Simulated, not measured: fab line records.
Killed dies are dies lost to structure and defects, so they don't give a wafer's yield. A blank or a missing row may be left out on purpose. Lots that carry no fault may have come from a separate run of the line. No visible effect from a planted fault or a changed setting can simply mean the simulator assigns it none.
Chamber matching	flow gf180mcu	GF_V1_CMP_04 on cmp-01 has 4 sister chambers
The step polishes SiO2. 8 wafers are shown with their chamber, then 11 later ones without.

WAFERS PAIRED WITH THEIR CHAMBERS
wafer	chamber	motor_current_A (A)	retaining_ring_pressure_frac
L079.4	0	14.1	0.997
L087.4	3	10.5	1.006
L088.4	0	13.4	0.986
L088.6	1	12.7	0.999
L090.3	2	10.2	1.005
L090.4	3	10.2	0.998
L090.6	1	12.4	0.988
L092.2	2	10.0	1.010

WAFERS WITHOUT THEIR CHAMBER
wafer	motor_current_A (A)	retaining_ring_pressure_frac
L092.4	13.1	0.997
L092.6	13.9	1.006
L095.1	10.2	1.003
L095.2	10.1	0.996
L095.3	13.6	1.006
L096.1	13.3	1.001
L096.3	10.1	1.002
L096.6	9.8	1.001
L097.1	9.8	1.006
L097.2	10.1	0.998
L097.3	13.1	1.001

CHAMBER TAKEN BY EACH
wafer	from the rows above	in truth
L092.4	can't be placed: 1 or 0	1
L092.6	0	0
L095.1	can't be placed: 3 or 2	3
L095.2	can't be placed: 3 or 2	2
L095.3	can't be placed: 0 or 1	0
L096.1	can't be placed: 0 or 1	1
L096.3	can't be placed: 3 or 2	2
L096.6	can't be placed: 2 or 3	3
L097.1	can't be placed: 2 or 3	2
L097.2	can't be placed: 3 or 2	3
L097.3	can't be placed: 1 or 0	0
1 of 11 placed correctly. Can't be placed from these rows: 10 (the true chamber is among the candidates in 10). Wrongly placed: 0.
How it was worked out, from the rows above alone: a wafer's distance from a chamber is the root of the sum, over the readings, of the square of ((its reading less the chamber's mean) divided by the reading's scatter). If the next closest chamber is less than 2 further off than the closest, the wafer can't be placed; otherwise it belongs to the closest. The mean given for a chamber averages the wafers shown for that chamber. The scatter: the root of (the sum of the squares of (reading less its chamber's mean) over the shown wafers, divided by (wafers less chambers)).
